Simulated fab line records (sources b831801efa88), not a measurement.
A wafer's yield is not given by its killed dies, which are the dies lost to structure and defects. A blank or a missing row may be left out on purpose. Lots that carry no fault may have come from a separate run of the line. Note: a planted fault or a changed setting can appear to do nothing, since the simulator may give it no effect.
Which of the tools did it? | flow gf180mcu | Sampling: 14 lots, 42 wafers, 4 of 602 route steps

== WHAT EACH GAUGE READ, for each wafer ==
GF_M4_RS_MEAS_05: a four-point-probe measurement. Usual: M4_ALCU_RS typically reads 0.0691 ohm/sq, with standard deviation 0.00075.
lot  | measured     | on           | M4_ALCU_RS (ohm/sq)  | flag
L406 | day 23 00:24 | filmMetro-03 | 0.0682 0.0685 0.0680 | 
L407 | day 23 02:16 | filmMetro-02 | 0.0690 0.0683 0.0691 | 
L408 | day 23 14:37 | filmMetro-04 | 0.0684 0.0697 0.0690 | 
L409 | day 24 00:47 | filmMetro-02 | 0.0695 0.0693 0.0707 | 
L410 | day 24 02:42 | filmMetro-03 | 0.0691 0.0694 0.0697 | 
L412 | day 24 16:48 | filmMetro-04 | 0.0686 0.0685 0.0684 | 
L413 | day 25 07:04 | filmMetro-04 | 0.0689 0.0688 0.0688 | 
L414 | day 25 08:20 | filmMetro-04 | 0.0695 0.0692 0.0694 | 
L417 | day 26 08:40 | filmMetro-04 | 0.0683 0.0695 0.0685 | 
L423 | day 28 03:34 | filmMetro-04 | 0.0696 0.0699 0.0687 | 
L425 | day 28 18:29 | filmMetro-04 | 0.0696 0.0689 0.0695 | 
L426 | day 29 02:29 | filmMetro-02 | 0.0685 0.0689 0.0703 | 
L427 | day 29 04:22 | filmMetro-04 | 0.0697 0.0699 0.0701 | 
L429 | day 29 17:55 | filmMetro-04 | 0.0677 0.0688 0.0688 | 

GF_M4_CD_MEAS_14: target cd 280 nm. Usual: 280.4 nm for cdNm, sd 1.3.
lot  | measured     | on       | cdNm (nm)         | flag
L406 | day 23 22:13 | cdSem-01 | 280.8 281.9 282.2 | 
L407 | day 24 00:45 | cdSem-02 | 279.7 279.9 279.8 | 
L408 | day 24 12:41 | cdSem-01 | 281.0 280.5 281.2 | 
L409 | day 24 22:02 | cdSem-02 | 281.1 281.5 279.7 | 
L410 | day 24 23:51 | cdSem-02 | 280.5 279.3 281.0 | 
L412 | day 25 14:11 | cdSem-01 | 281.4 281.0 281.0 | 
L413 | day 26 03:16 | cdSem-01 | 279.7 280.5 280.3 | 
L414 | day 26 05:19 | cdSem-02 | 283.6 283.0 284.9 | 
L417 | day 27 05:05 | cdSem-02 | 279.1 281.1 278.8 | 
L423 | day 28 22:49 | cdSem-02 | 281.3 279.7 281.1 | 
L425 | day 29 12:43 | cdSem-01 | 219.3 255.1 226.3 | OFF
L426 | day 29 21:46 | cdSem-02 | 217.1 148.7 148.0 | OFF
L427 | day 29 23:25 | cdSem-02 | 280.2 279.0 280.0 | 
L429 | day 30 12:23 | cdSem-01 | 281.6 282.8 280.5 | 

== EACH LOT AND THE TOOL THAT RAN IT (in order: tool; ch and the chambers of the sampled wafers; start) ==
lot  | GF_V3_SPUTTER_21            | GF_M4_EXPOSE_11
L406 | pvdSputter-01, day 22 23:28 | krfScanner-02 ch 0, day 23 11:15
L407 | pvdSputter-01, day 23 01:20 | krfScanner-01 ch 0, day 23 13:31
L408 | pvdSputter-01, day 23 13:41 | krfScanner-01 ch 0, day 24 02:31
L409 | pvdSputter-01, day 23 23:53 | krfScanner-02 ch 0, day 24 11:47
L410 | pvdSputter-02, day 24 01:41 | krfScanner-01 ch 0, day 24 13:08
L412 | pvdSputter-01, day 24 15:50 | krfScanner-02 ch 0, day 25 03:58
L413 | pvdSputter-02, day 25 06:10 | krfScanner-01 ch 0, day 25 17:29
L414 | pvdSputter-01, day 25 07:23 | krfScanner-02 ch 0, day 25 18:53
L417 | pvdSputter-02, day 26 07:44 | krfScanner-01 ch 0, day 26 18:49
L423 | pvdSputter-02, day 28 02:35 | krfScanner-01 ch 0, day 28 13:34
L425 | pvdSputter-02, day 28 17:34 | krfScanner-02 ch 0, day 29 04:16
L426 | pvdSputter-03, day 29 01:32 | krfScanner-02 ch 0, day 29 12:24
L427 | pvdSputter-02, day 29 03:20 | krfScanner-01 ch 0, day 29 14:06
L429 | pvdSputter-02, day 29 16:59 | krfScanner-01 ch 0, day 30 03:34
- GF_V3_SPUTTER_21: material Ti, target thk 15 nm, time 80.02 s.
- GF_M4_EXPOSE_11: exposes mask Metal4, target cd 280 nm.

== AS READ BY THE TOOLS THEMSELVES (means over the sampled wafers that have a number; for cases with no such wafer, the mark the record gives instead) ==
GF_V3_SPUTTER_21. Usual: 30.3 % for throttleValvePct, sd 0.8.
lot  | tool          | throttleValvePct (%) | flag
L406 | pvdSputter-01 | 30.4                 | 
L407 | pvdSputter-01 | 30.5                 | 
L408 | pvdSputter-01 | 30.1                 | 
L409 | pvdSputter-01 | 30.2                 | 
L410 | pvdSputter-02 | 30.7                 | 
L412 | pvdSputter-01 | 30.7                 | 
L413 | pvdSputter-02 | 30.6                 | 
L414 | pvdSputter-01 | 30.1                 | 
L417 | pvdSputter-02 | 30.6                 | 
L423 | pvdSputter-02 | 30.7                 | 
L425 | pvdSputter-02 | 30.1                 | 
L426 | pvdSputter-03 | 29.4                 | 
L427 | pvdSputter-02 | 31.2                 | 
L429 | pvdSputter-02 | 30.4                 | 

== THE ANSWER, worked out from the rows above alone ==
Rule: lot off if the mean of its wafers having a number is beyond 3 standard deviations from the usual mean. A lot without any number at a reading at which 4 lots or more have one is off too. Where the step has rows for the other lots, those lots are counted as sound. After the gauges, taken in route order, come the tools' own readings; for these a lot's mean is taken, as printed above. At the first step where some lot is off, the reading lying furthest off is the one used; lots without a number count as furthest.
Off at GF_M4_CD_MEAS_14 (cdNm): L425, L426.
A tool fits if, at a process step before that reading, it ran every lot that is off, and no sound lot after the first of them. Those tools and the gauges at GF_M4_CD_MEAS_14 are tried in the same way. One candidate fits, namely krfScanner-02 at GF_M4_EXPOSE_11. A fault onset in the window from L414 (day 25 18:53, its last sound lot) to L425 (day 29 04:16, its first lot off) fits.

== WHAT THE SIMULATOR HAD INSERTED ==
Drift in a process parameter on krfScanner-02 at GF_M4_EXPOSE_11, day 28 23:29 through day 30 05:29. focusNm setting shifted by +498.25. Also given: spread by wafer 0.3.
Lots struck among those shown: L425, L426. Same finding as the rule above.
